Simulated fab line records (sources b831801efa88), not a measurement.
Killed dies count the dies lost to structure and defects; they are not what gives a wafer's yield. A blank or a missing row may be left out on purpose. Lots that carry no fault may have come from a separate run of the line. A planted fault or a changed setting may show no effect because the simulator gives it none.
fab line records | flow sfqLine
record: lots: 15 | wafers: 45 | lastDay: 82
route steps=325 shown M6@253 I6@278 M7@292
lots that met no fault: taken from a fault-free run of the same line
startH: hours from the record's first day to the start of the lot's first wafer shown | waitH: how many hours have passed since the lot's step before this one | " repeats the value in the row above | L1.1+2: one row covering several wafers at once | - value missing, or start not given | * or withheld: withheld | < > ~ a bound
route shown NAME@n: NAME is a module with steps in the file, n the number in the route of the first one | usual: mean/standard deviation taken from wafers without a fault | same: alike in all rows | chamber/n: place in a boat | sites: the reading at each site | _std_site: the standard deviation of these | _edge_site: outer sites' mean less inner sites' | radiusMm: for every site, how far away it sits from the centre of the wafer | mask NAME#n: copy n | behind: tool/chamber where the wafer was last shaped | hold: the reason the lot was held/the length of the hold in hours/how it ended | device: names the non-switching transistor (n, p or np) | end of line: the tests these same wafers got at the end of their route | a step with no rows: only its recipe | killed: count of dies lost to structure and defects at first sort (not the wafer's yield) | map: shows each die of a wafer: x if killed, . if not, _ if none is there
set.NAME: the run value of the setting; set.NAME@STEP: its run value at that earlier step | model.NAME: the simulator's own value behind a step, which no gauge read
the route's steps for a sample of lots (tables are steps, rows are wafers)
services: the hour from which a tool's chamber was out of use, counted from the record's first day as startH (under 0 if before that day), plus the number of hours and why
== steps ==
step: SFQ_M6_RS_MEAS_938
recipe: thkMeasGauge: four-point-probe | reads: Nb_of_TRILAYER_M6_DEP_SPUTTER_157
usual: M6_NB_RS: 0.885/0.0082
lot.wafer | tool         | chamber | startH  | waitH | M6_NB_RS[ohm/sq]
L335.3    | filmMetro-04 | -       | 1483.67 | 0.1   | 0.879
L335.4    | "            | -       | "       | "     | 0.874
L335.6    | "            | -       | "       | "     | 0.885
L336.3    | filmMetro-04 | -       | 1486.07 | 0.1   | 0.871
L336.4    | "            | -       | "       | "     | 0.880
L336.5    | "            | -       | "       | "     | 0.889
L337.1    | filmMetro-04 | -       | 1492.03 | 0.0   | 0.893
L337.3    | "            | -       | "       | "     | 0.886
L337.4    | "            | -       | "       | "     | 0.890
L338.2    | filmMetro-03 | -       | 1508.71 | 0.1   | 0.872
L338.5    | "            | -       | "       | "     | 0.871
L338.6    | "            | -       | "       | "     | 0.873
L339.1    | filmMetro-03 | -       | 1514.21 | 0.0   | 0.888
L339.2    | "            | -       | "       | "     | 0.882
L339.5    | "            | -       | "       | "     | 0.883
L340.2    | filmMetro-04 | -       | 1528.03 | 0.1   | 0.873
L340.3    | "            | -       | "       | "     | 0.883
L340.4    | "            | -       | "       | "     | 0.887
L341.4    | filmMetro-01 | -       | 1548.45 | 0.1   | 0.877
L341.5    | "            | -       | "       | "     | 0.871
L341.6    | "            | -       | "       | "     | 0.888
L344.3    | filmMetro-03 | -       | 1578.26 | 0.1   | 0.884
L344.4    | "            | -       | "       | "     | 0.878
L344.5    | "            | -       | "       | "     | 0.867
L345.2    | filmMetro-03 | -       | 1679.17 | 0.1   | 0.880
L345.3    | "            | -       | "       | "     | 0.885
L345.5    | "            | -       | "       | "     | 0.891
L346.2    | filmMetro-03 | -       | 1692.37 | 0.1   | 0.876
L346.3    | "            | -       | "       | "     | 0.882
L346.5    | "            | -       | "       | "     | 0.888
L348.1    | filmMetro-03 | -       | 1699.55 | 0.0   | 0.874
L348.4    | "            | -       | "       | "     | 0.878
L348.6    | "            | -       | "       | "     | 0.874
L349.2    | filmMetro-03 | -       | 1703.17 | 0.1   | 0.886
L349.4    | "            | -       | "       | "     | 0.880
L349.6    | "            | -       | "       | "     | 0.884
L350.3    | filmMetro-04 | -       | 1704.99 | 0.1   | 0.884
L350.4    | "            | -       | "       | "     | 0.892
L350.6    | "            | -       | "       | "     | 0.885
L351.3    | filmMetro-03 | -       | 1706.79 | 0.1   | 0.892
L351.5    | "            | -       | "       | "     | 0.895
L351.6    | "            | -       | "       | "     | 0.896
L352.1    | filmMetro-03 | -       | 1710.11 | 0.0   | 0.890
L352.3    | "            | -       | "       | "     | 0.894
L352.4    | "            | -       | "       | "     | 0.884
step: SFQ_M6_OVL_MEAS_940
usual: M6_OVL: 1/6.1
lot.wafer | tool       | chamber | startH  | waitH | M6_OVL[nm]
L335.3    | overlay-02 | -       | 1489.58 | 0.1   | 2
L335.4    | "          | -       | "       | "     | 0
L335.6    | "          | -       | "       | "     | 3
L336.3    | overlay-01 | -       | 1492.08 | 0.1   | 4
L336.4    | "          | -       | "       | "     | 1
L336.5    | "          | -       | "       | "     | 3
L337.1    | overlay-01 | -       | 1496.87 | 0.1   | 6
L337.3    | "          | -       | "       | "     | 1
L337.4    | "          | -       | "       | "     | -9
L338.2    | overlay-01 | -       | 1513.48 | 0.1   | -13
L338.5    | "          | -       | "       | "     | 4
L338.6    | "          | -       | "       | "     | -3
L339.1    | overlay-01 | -       | 1516.64 | 0.1   | -8
L339.2    | "          | -       | "       | "     | 2
L339.5    | "          | -       | "       | "     | -5
L340.2    | overlay-02 | -       | 1530.45 | 0.1   | -4
L340.3    | "          | -       | "       | "     | 5
L340.4    | "          | -       | "       | "     | -8
L341.4    | overlay-01 | -       | 1658.06 | 0.1   | -5
L341.5    | "          | -       | "       | "     | 9
L341.6    | "          | -       | "       | "     | -9
L344.3    | overlay-01 | -       | 1685.34 | 0.1   | -3
L344.4    | "          | -       | "       | "     | -4
L344.5    | "          | -       | "       | "     | -7
L345.2    | overlay-02 | -       | 1752.48 | 0.1   | -1
L345.3    | "          | -       | "       | "     | 1
L345.5    | "          | -       | "       | "     | -1
L346.2    | overlay-02 | -       | 1771.52 | 0.1   | 3
L346.3    | "          | -       | "       | "     | 14
L346.5    | "          | -       | "       | "     | 7
L348.1    | overlay-02 | -       | 1781.12 | 0.1   | 9
L348.4    | "          | -       | "       | "     | -1
L348.6    | "          | -       | "       | "     | 2
L349.2    | overlay-02 | -       | 1783.52 | 0.1   | 10
L349.4    | "          | -       | "       | "     | 10
L349.6    | "          | -       | "       | "     | 4
L350.3    | overlay-01 | -       | 1784.73 | 0.1   | -6
L350.4    | "          | -       | "       | "     | 2
L350.6    | "          | -       | "       | "     | -7
L351.3    | overlay-02 | -       | 1788.33 | 0.1   | 5
L351.5    | "          | -       | "       | "     | 9
L351.6    | "          | -       | "       | "     | 8
L352.1    | overlay-02 | -       | 1793.12 | 0.1   | -3
L352.3    | "          | -       | "       | "     | -3
L352.4    | "          | -       | "       | "     | 6
step: SFQ_TRILAYER_I6_VIA_ETCH_VIA_ETCH_172
recipe: target: SiO2 | stopOn: Nb | maskMaterial: PR | taperDeg: 20 | chemistry: CHF3 | targetDepthNm: 260 | sourceW: 500 | biasW: 80 | pressureMtorr: 30 | timeS: withheld
usual: drypumpMotorCurrentA: 5.8/0.36 | oesProductAu: 0.855/0.0051 | rfFwdPowerW: 498.3/1.7
lot.wafer | tool       | chamber | startH  | waitH | drypumpMotorCurrentA | oesProductAu | rfFwdPowerW
L335.3    | rieDiel-02 | 0       | 1611.32 | 0.0   | 5.6                  | 0.858        | 502.0
L335.4    | "          | 3       | "       | "     | 6.4                  | 0.856        | 501.8
L335.6    | "          | 1       | "       | "     | 6.0                  | 0.846        | 498.2
L336.3    | rieDiel-03 | 1       | 1612.52 | 0.0   | 5.6                  | 0.865        | 499.1
L336.4    | "          | 3       | "       | "     | 6.1                  | 0.855        | 495.2
L336.5    | "          | 0       | "       | "     | 5.9                  | 0.856        | 496.6
L337.1    | rieDiel-02 | 3       | 1622.12 | 0.0   | 6.5                  | 0.856        | 499.5
L337.3    | "          | 0       | "       | "     | 5.5                  | 0.853        | 499.8
L337.4    | "          | 2       | "       | "     | 5.3                  | 0.858        | 495.2
L338.2    | rieDiel-03 | 0       | 1631.72 | 0.0   | 5.9                  | 0.853        | 499.5
L338.5    | "          | 0       | "       | "     | 5.9                  | 0.860        | 499.6
L338.6    | "          | 1       | "       | "     | 5.6                  | 0.854        | 496.4
L339.1    | rieDiel-01 | 2       | 1637.74 | 0.0   | 5.6                  | 0.857        | 499.1
L339.2    | "          | 3       | "       | "     | 5.7                  | 0.860        | 497.7
L339.5    | "          | 3       | "       | "     | 5.7                  | 0.853        | 497.5
L340.2    | rieDiel-02 | 2       | 1647.32 | 0.0   | 5.3                  | 0.855        | 499.1
L340.3    | "          | 3       | "       | "     | 6.5                  | 0.859        | 498.9
L340.4    | "          | 1       | "       | "     | 5.9                  | 0.861        | 499.3
L341.4    | rieDiel-01 | 3       | 1668.52 | 0.1   | 5.7                  | 0.858        | 496.4
L341.5    | "          | 1       | "       | "     | 5.6                  | 0.855        | 498.5
L341.6    | "          | 2       | "       | "     | 5.6                  | 0.861        | 499.2
L344.3    | rieDiel-02 | 3       | 1693.65 | 0.0   | 6.4                  | 0.857        | 500.9
L344.4    | "          | 1       | "       | "     | 6.0                  | 0.863        | 495.7
L344.5    | "          | 2       | "       | "     | 5.3                  | 0.856        | 498.5
L345.2    | rieDiel-02 | 2       | 1845.17 | 0.0   | 5.3                  | 0.857        | 499.6
L345.3    | "          | 0       | "       | "     | 5.6                  | 0.862        | 500.2
L345.5    | "          | 2       | "       | "     | 5.3                  | 0.857        | 499.0
L346.2    | rieDiel-02 | 1       | 1861.97 | 0.0   | 6.0                  | 0.854        | 498.4
L346.3    | "          | 0       | "       | "     | 5.5                  | 0.849        | 496.4
L346.5    | "          | 1       | "       | "     | 6.0                  | 0.855        | 502.4
L348.1    | rieDiel-02 | 0       | 1869.17 | 0.0   | 5.6                  | 0.853        | 499.6
L348.4    | "          | 2       | "       | "     | 5.3                  | 0.851        | 496.9
L348.6    | "          | 1       | "       | "     | 5.9                  | 0.853        | 498.9
L349.2    | rieDiel-01 | 3       | 1871.57 | 0.0   | 5.7                  | 0.857        | 498.3
L349.4    | "          | 1       | "       | "     | 5.6                  | 0.854        | 498.3
L349.6    | "          | 2       | "       | "     | 5.6                  | 0.857        | 497.5
L350.3    | rieDiel-02 | 2       | 1872.77 | 0.0   | 5.3                  | 0.851        | 500.9
L350.4    | "          | 1       | "       | "     | 6.0                  | 0.845        | 500.6
L350.6    | "          | 2       | "       | "     | 5.3                  | 0.843        | 499.4
L351.3    | rieDiel-02 | 0       | 1876.37 | 0.0   | 5.6                  | 0.860        | 501.3
L351.5    | "          | 2       | "       | "     | 5.3                  | 0.844        | 496.7
L351.6    | "          | 1       | "       | "     | 6.0                  | 0.845        | 498.9
L352.1    | rieDiel-02 | 1       | 1882.37 | 0.0   | 5.9                  | 0.858        | 497.6
L352.3    | "          | 2       | "       | "     | 5.3                  | 0.846        | 497.5
L352.4    | "          | 3       | "       | "     | 6.4                  | 0.856        | 501.7
step: SFQ_TRILAYER_M7_BARC_OPEN_METAL_ETCH_229
recipe: maskMaterial: PR | chemistry: O2 | targetDepthNm: 125 | target: BARC | icpW: 600 | biasW: 80 | pressureMtorr: 10 | timeS: 41.7
usual: drypumpMotorCurrentA: 5.34/0.26 | oesProductAu: 0.682/0.0044 | rfFwdPowerW: 594/3.3
lot.wafer | tool        | chamber | startH  | waitH | drypumpMotorCurrentA | oesProductAu | rfFwdPowerW | rfHoursCounterH
L335.3    | rieMetal-01 | 1       | 1614.81 | 0.0   | 5.61                 | 0.678        | 595         | -
L335.4    | "           | 0       | "       | "     | 5.20                 | 0.672        | 597         | -
L335.6    | "           | 0       | "       | "     | 5.23                 | 0.682        | 595         | -
L336.3    | rieMetal-02 | 1       | 1617.21 | 0.0   | 5.28                 | 0.682        | 593         | -
L336.4    | "           | 0       | "       | "     | 5.29                 | 0.682        | 588         | -
L336.5    | "           | 1       | "       | "     | 5.27                 | 0.681        | 593         | -
L337.1    | rieMetal-01 | 0       | 1625.59 | 0.0   | 5.22                 | 0.684        | 594         | 128
L337.3    | "           | 0       | "       | "     | 5.24                 | 0.691        | 593         | -
L337.4    | "           | 1       | "       | "     | 5.62                 | 0.680        | 596         | -
L338.2    | rieMetal-01 | 0       | 1640.01 | 0.0   | 5.20                 | 0.683        | 595         | -
L338.5    | "           | 0       | "       | "     | 5.20                 | 0.677        | 595         | -
L338.6    | "           | 0       | "       | "     | 5.21                 | 0.689        | 594         | -
L339.1    | rieMetal-02 | 1       | 1645.99 | 0.0   | 5.29                 | 0.686        | 591         | 11
L339.2    | "           | 0       | "       | "     | 5.29                 | 0.676        | 587         | 114
L339.5    | "           | 1       | "       | "     | 5.30                 | 0.679        | 591         | -
L340.2    | rieMetal-02 | 0       | 1655.14 | 0.0   | 5.29                 | 0.681        | 587         | 116
L340.3    | "           | 0       | "       | "     | 5.27                 | 0.678        | 587         | -
L340.4    | "           | 1       | "       | "     | 5.23                 | 0.682        | 596         | -
L341.4    | rieMetal-02 | 1       | 1673.50 | 0.0   | 5.27                 | 0.687        | 596         | -
L341.5    | "           | 1       | "       | "     | 5.27                 | 0.677        | 595         | -
L341.6    | "           | 0       | "       | "     | 5.29                 | 0.690        | 587         | -
L344.3    | rieMetal-02 | 0       | 1697.20 | 0.0   | 5.29                 | 0.694        | 591         | -
L344.4    | "           | 1       | "       | "     | 5.27                 | 0.680        | 591         | -
L344.5    | "           | 1       | "       | "     | 5.26                 | 0.685        | 589         | -
L345.2    | rieMetal-02 | 0       | 1852.10 | 0.0   | 5.30                 | 0.680        | 586         | 5
L345.3    | "           | 1       | "       | "     | 5.26                 | 0.678        | 595         | -
L345.5    | "           | 0       | "       | "     | 5.28                 | 0.683        | 585         | -
L346.2    | rieMetal-01 | 1       | 1865.44 | 0.0   | 5.64                 | 0.681        | 596         | 4
L346.3    | "           | 1       | "       | "     | 5.63                 | 0.679        | 596         | -
L346.5    | "           | 1       | "       | "     | 5.62                 | 0.688        | 598         | -
L348.1    | rieMetal-02 | 1       | 1872.64 | 0.0   | 5.30                 | 0.685        | 593         | 45
L348.4    | "           | 0       | "       | "     | 5.27                 | 0.687        | 588         | -
L348.6    | "           | 1       | "       | "     | 5.26                 | 0.690        | 595         | -
L349.2    | rieMetal-01 | 0       | 1876.24 | 0.0   | 5.21                 | 0.680        | 692         | 20
L349.4    | "           | 1       | "       | "     | 5.62                 | 0.681        | 693         | -
L349.6    | "           | 0       | "       | "     | 5.20                 | 0.677        | 692         | -
L350.3    | rieMetal-03 | 0       | 1877.46 | 0.0   | 4.77                 | 0.691        | 597         | -
L350.4    | "           | 1       | "       | "     | 5.72                 | 0.682        | 597         | -
L350.6    | "           | 0       | "       | "     | 4.77                 | 0.679        | 595         | -
L351.3    | rieMetal-01 | 1       | 1881.06 | 0.0   | 5.60                 | 0.684        | 691         | -
L351.5    | "           | 1       | "       | "     | 5.60                 | 0.680        | 690         | -
L351.6    | "           | 0       | "       | "     | 5.19                 | 0.685        | 689         | -
L352.1    | rieMetal-01 | 0       | 1886.29 | 0.0   | 5.20                 | 0.683        | 691         | 22
L352.3    | "           | 1       | "       | "     | 5.63                 | 0.687        | 693         | -
L352.4    | "           | 0       | "       | "     | 5.18                 | 0.675        | 688         | -
== services ==
tool        | chamber | startH  | hours | kind
rieMetal-03 | 0       | 1597.24 | 9.7   | repair
rieDiel-02  | 2       | 1607.11 | 7.9   | repair
rieDiel-03  | -       | 1616.74 | 0.8   | repair
rieDiel-01  | -       | 1619.82 | 1.4   | repair
rieDiel-03  | 3       | 1620.23 | 11.1  | repair
rieDiel-01  | 0       | 1634.48 | 7.6   | repair
rieMetal-02 | -       | 1635.51 | 0.7   | repair
rieMetal-01 | 1       | 1636.51 | 52.3  | repair
rieDiel-02  | 2       | 1637.03 | 6.7   | repair
rieDiel-01  | -       | 1641.59 | 2.8   | pm
rieDiel-02  | 2       | 1667.53 | 18.4  | repair
rieDiel-02  | 2       | 1689.73 | 1.6   | repair
rieDiel-02  | 3       | 1700.31 | 5.9   | repair
rieDiel-01  | 0       | 1705.77 | 6.4   | repair
rieMetal-02 | -       | 1706.04 | 2.8   | pm
rieDiel-01  | 2       | 1712.81 | 1.6   | repair
rieDiel-02  | -       | 1720.97 | 0.2   | repair
rieDiel-01  | 0       | 1727.80 | 2.5   | repair
rieDiel-01  | 2       | 1741.52 | 9.8   | repair
rieDiel-02  | -       | 1755.03 | 15.6  | pm
rieDiel-02  | 3       | 1791.88 | 2.9   | repair
rieDiel-02  | 3       | 1794.75 | -     | clean
rieDiel-01  | 2       | 1804.54 | 10.1  | repair
rieMetal-03 | -       | 1849.91 | 2.8   | pm
== key ==
firstSign: step: SFQ_TRILAYER_M7_BARC_OPEN_METAL_ETCH_229 | reading: rfFwdPowerW | direction: up | sigmas: 30 | usual: 594 | struck: 691
effect none on later readings
metAt SFQ_TRILAYER_M7_BARC_OPEN_METAL_ETCH_229
struckLots L349,L351,L352
notActingAt SFQ_M6_RS_MEAS_938,SFQ_M6_OVL_MEAS_940,SFQ_TRILAYER_I6_VIA_ETCH_VIA_ETCH_172
onsetBetween 1865.44 1876.24
fault: kind: processParameterDrift | tool: rieMetal-01 | chamber: - | onsetH: 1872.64 | steps: SFQ_TRILAYER_M7_BARC_OPEN_METAL_ETCH_229 | channel: icpW | offset: 96 | shape: step | endH: 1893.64 | actsIn: theseRecipesOnly | stated: 600
